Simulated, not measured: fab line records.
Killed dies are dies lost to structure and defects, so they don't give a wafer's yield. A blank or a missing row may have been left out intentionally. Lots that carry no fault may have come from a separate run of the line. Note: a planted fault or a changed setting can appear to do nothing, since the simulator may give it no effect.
A struck lot beside a sound one ; flow sky130 ; 14 out of 708 route steps
Sound: the wafers L953.1, L953.2, L953.4. Wafers L964.2, L964.3, L964.4 were the ones struck. The cause is given at the end.
At each step with rows: each side's tool, then ch and its chambers, then its first start. Under that, the readings that differ: sound wafers ; struck wafers ; difference of the means ; sigmas: that difference in standard deviations of wafers without a fault.
alike: readings with means less than 2 such deviations apart, plus words and numbers identical on both sides. not compared: withheld readings, readings lacking a value on some wafer, bounds such as >300 that could conceal the same value, and numbers that have no deviation in the record and whose values overlap.
Wherever a step has rows on one side only, a row that says differs or no value, or a row with sigmas, the two part there. Non-overlapping numbers with no deviation appear without sigmas and do not part them. A reading that every wafer of one side lacks parts them only if that side has two wafers or more.

first, 4 steps without rows for these wafers: SKY_VT_ADJUST_LVTN_SOFTBAKE_14 (time 60 s); SKY_VT_ADJUST_LVTN_EXPOSE_15 (exposes mask HVN STD DERIVED, target cd 600 nm); SKY_VT_ADJUST_LVTN_PEB_16; SKY_VT_ADJUST_LVTN_DEVELOP_17 (develop time 60 s).
SKY_VT_ADJUST_LVTN_OVL_MEAS_18:
  sound: overlay-01 at day 8 22:20; struck: overlay-01 at day 11 23:41
  alike: VT_ADJUST_LVTN_01_OVL
following that, these wafers have no rows for 1 step: SKY_VT_ADJUST_LVTN_IMPLANT_19.
SKY_VT_ADJUST_LVTN_STRIP_20: strips in O2/N2.
  sound on plasma_asher-02 ch 0,1, day 8 22:31; struck on plasma_asher-03 ch 0,1, day 11 23:52
reading;sound;struck;difference;sigmas
strip_time_to_endpoint_s (s);14.14 14.16 14.19;14.06 14.08 14.05;-0.10;-2
  alike: drypump_motor_current_A, oes_product_au
  not compared: rf_hours_counter_h
SKY_VT_ADJUST_LVTN_TW_MEAS_21:
  sound: film_metro-02 at day 8 22:37; struck: film_metro-02 at day 11 23:59
  alike: VT_ADJUST_LVTN_2_TW
then, 4 steps without rows for these wafers: SKY_VT_ADJUST_NCORE_DEHYDRATE_00 (time 60 s); SKY_VT_ADJUST_NCORE_HMDS_01 (prime time 60 s); SKY_VT_ADJUST_NCORE_COAT_02 (resist thk 1121 nm); SKY_VT_ADJUST_NCORE_SOFTBAKE_03 (time 60 s).
SKY_VT_ADJUST_NCORE_EXPOSE_04: exposes mask LVTN COMPLEMENT THIN, target cd 380 nm.
  struck on iline_stepper-01, day 12 12:25; sound on iline_stepper-02 ch 0, day 9 08:59
  no value came back on the struck wafers for exposure_dose_mJ_cm2, focus_offset_nm (nm); on the sound wafers exposure_dose_mJ_cm2 reads 139.5 139.7 139.6
  alike: mask
following that, these wafers have no rows for 1 step: SKY_VT_ADJUST_NCORE_PEB_05.

WHERE THEY PART
At SKY_VT_ADJUST_LVTN_STRIP_20 first; at SKY_VT_ADJUST_NCORE_EXPOSE_04 last (within this record only).

WHY: the cause the simulator had injected
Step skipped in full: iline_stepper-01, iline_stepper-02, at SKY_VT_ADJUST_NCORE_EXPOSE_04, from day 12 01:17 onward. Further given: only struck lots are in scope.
